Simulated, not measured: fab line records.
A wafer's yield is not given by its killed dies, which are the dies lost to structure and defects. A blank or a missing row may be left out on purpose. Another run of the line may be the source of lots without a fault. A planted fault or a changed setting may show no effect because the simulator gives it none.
Matching of chambers | flow sky130 | SKY_SPACER_ETCHBACK_02 on rie-diel-04 has 4 sister chambers
The step etches Si3N4 in CH3F/O2, stops on SiO2, time 46.7 s, target depth 45 nm. 18 wafers are shown with their chamber, then 9 later ones without.

## WAFERS PAIRED WITH THEIR CHAMBERS
wafer  | chamber | drypump-motor-current-A (A) | oes-product-au (a.u.) | throttle-valve-pct (%)
L075.1 | 3       | 6.6                         | 0.867                 | 10.554
L075.4 | 2       | 6.1                         | 0.858                 | 10.565
L075.5 | 1       | 6.2                         | 0.860                 | 10.577
L078.1 | 3       | 6.6                         | 0.852                 | 10.571
L078.4 | 3       | 6.6                         | 0.849                 | 10.562
L078.6 | 1       | 6.2                         | 0.853                 | 10.556
L081.1 | 3       | 6.6                         | 0.845                 | 10.570
L081.3 | 1       | 6.2                         | 0.848                 | 10.560
L081.5 | 1       | 6.2                         | 0.857                 | 10.575
L086.1 | 2       | 6.1                         | 0.844                 | 10.570
L086.3 | 0       | 5.8                         | 0.843                 | 10.562
L086.6 | 3       | 6.6                         | 0.840                 | 10.541
L087.1 | 3       | 6.6                         | 0.852                 | 10.558
L087.2 | 2       | 6.1                         | 0.848                 | 10.569
L087.5 | 0       | 5.8                         | 0.852                 | 10.553
L089.2 | 3       | 6.7                         | 0.844                 | 10.569
L089.4 | 2       | 6.1                         | 0.845                 | 10.553
L089.6 | 3       | 6.6                         | 0.846                 | 10.570

SIGNATURES (averages over the wafers above)
reading                 | chamber 0 | chamber 1 | chamber 2 | chamber 3 | scatter within a chamber
drypump-motor-current-A | 5.800     | 6.200     | 6.100     | 6.612     | 0.025
oes-product-au          | 0.84750   | 0.85450   | 0.84875   | 0.84937   | 0.00715
throttle-valve-pct      | 10.55750  | 10.56700  | 10.56425  | 10.56188  | 0.00977
Rule: a wafer lies at a distance from a chamber equal to the root of the sum of squares, over the readings, of (its reading less the chamber's mean, divided by the reading's scatter). If the next closest chamber is less than 2 further off than the closest, the wafer can't be placed; otherwise it belongs to the closest. The scatter: take each reading less its chamber's mean, square it, sum over the shown wafers, divide by the number of wafers less the number of chambers, and take the root.

## WAFERS MISSING THEIR CHAMBER
wafer  | drypump-motor-current-A (A) | oes-product-au (a.u.) | throttle-valve-pct (%)
L094.3 | 6.6                         | 0.836                 | 10.560
L094.4 | 6.2                         | 0.846                 | 10.547
L094.6 | 5.8                         | 0.846                 | 10.546
L096.1 | 5.8                         | 0.846                 | 10.555
L096.2 | 6.1                         | 0.854                 | 10.559
L096.3 | 6.2                         | 0.847                 | 10.559
L097.3 | 6.6                         | 0.841                 | 10.553
L097.5 | 6.1                         | 0.855                 | 10.570
L097.6 | 6.2                         | 0.855                 | 10.557

## EACH ONE'S CHAMBER
wafer  | from the rows above | in truth
L094.3 | 3                   | 3
L094.4 | 1                   | 1
L094.6 | 0                   | 0
L096.1 | 0                   | 0
L096.2 | 2                   | 2
L096.3 | 1                   | 1
L097.3 | 3                   | 3
L097.5 | 2                   | 2
L097.6 | 1                   | 1
Correct placement for 9 of the 9. Can't be placed from these rows: 0. Placed wrongly: 0.
